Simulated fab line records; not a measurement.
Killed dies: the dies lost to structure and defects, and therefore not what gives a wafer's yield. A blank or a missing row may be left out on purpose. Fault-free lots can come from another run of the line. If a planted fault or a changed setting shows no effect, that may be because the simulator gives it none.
Problem report, 8D (eight disciplines) form, completed by code | flow sky130 | the parts of the form that need people (team, actions taken, sign-off) are left out

1. THE ISSUE
VT_ADJUST_HVTP_TW at SKY_VT_ADJUST_HVTP_TW_MEAS_11 reads a mean of 1231 on 9 wafers of 3 lots; wafers without a fault read 1350 with a standard deviation of 12. Relative to the usual mean, that is a shift of -9.9 standard deviations.
First observed at day 9 19:16: wafer L800.1, on film metro-02. At this step, 36 wafers from 12 lots have a number in the record. By rule, "out" or "out of limits" means more than 4 standard deviations away from the usual mean. The other wafers with a number count as sound.

2. WHAT IT IS, AND WHAT IT ISN'T
question                    | is                                          | is not
which readings at this step | VT_ADJUST_HVTP_TW                           | -
which lots                  | L800, L801, L803                            | L787, L788, L790, L792, L794, L795, L805, L806, L809
which wafers of those lots  | all that have a number                      | -
read on which gauges        | film metro-02, film metro-03, film metro-04 | -
when                        | from day 9 19:16                            | up to then (18 sound wafers); but 9 sound wafers of L805, L806, L809 came after

3. SUSPECTS, AND WHAT RULES EACH OUT
Counting: any tool at a process step up to the reading is kept as a suspect provided that every lot that is out went through it and no sound lot did after the first of them.
- the gauge at SKY_VT_ADJUST_HVTP_TW_MEAS_11 is ruled out. 3 gauges (film metro-02, film metro-03, film metro-04) read the wafers that are out.
- implanter-02 at SKY_VT_ADJUST_HVTP_IMPLANT_09: kept. It processed each lot that is out, first L800 at day 9 19:01, and no sound lot thereafter; up to then, the last sound lot it processed was L795 at day 8 09:16. On those wafers its own readings are out: dose ions cm2, faraday current uA.
Left after counting: implanter-02 at SKY_VT_ADJUST_HVTP_IMPLANT_09.

4. THE CAUSE (what the simulator had put in)
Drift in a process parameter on implanter-02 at SKY_VT_ADJUST_HVTP_IMPLANT_09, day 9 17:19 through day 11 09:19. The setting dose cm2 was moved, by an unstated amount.
Counting left only this tool.

5. THE CHAIN OF EFFECTS, in route order
Rows list readings where the struck wafers' mean (over those with a number) sits beyond 3 standard deviations from the usual. Readings are gone through only where the record gives a usual standard deviation; hours: the median, over the lots, of the time from a lot's start at the first step in this table giving one to that lot's start at this step; sigmas: the change measured in usual standard deviations.
hours | step                          | reading            | usual   | on struck wafers | change   | sigmas
0     | SKY_VT_ADJUST_HVTP_IMPLANT_09 | dose ions cm2      | 4.3e+12 | 3.3e+12          | -1.0e+12 | -99 or more
0     | SKY_VT_ADJUST_HVTP_IMPLANT_09 | faraday current uA | 24.2    | 18.5             | -5.7     | -11
0     | SKY_VT_ADJUST_HVTP_TW_MEAS_11 | VT_ADJUST_HVTP_TW  | 1350    | 1231             | -119     | -9.9
Process steps it contains:
- SKY_VT_ADJUST_HVTP_IMPLANT_09
Later measuring or inspecting steps at which every struck wafer that the step has a row for has a number for every such reading, and none has moved that far: SKY_VT_ADJUST_LVTN_OVL_MEAS_07.

6. WHAT WOULD HAVE CAUGHT IT SOONER
The first out-of-limits reading at a measuring or inspecting step in this record came at day 9 19:16, 2 hours after the fault's start at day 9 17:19.
The tool's own readings at SKY_VT_ADJUST_HVTP_IMPLANT_09 were out on every struck wafer that the step has a row for (dose ions cm2, faraday current uA): an alarm limit on them would have fired on the first of those.
L801, L803, from the lots that are out (3), started SKY_VT_ADJUST_HVTP_IMPLANT_09 on implanter-02 later than day 9 19:16. A hold on the tool at that time would have spared those 2.
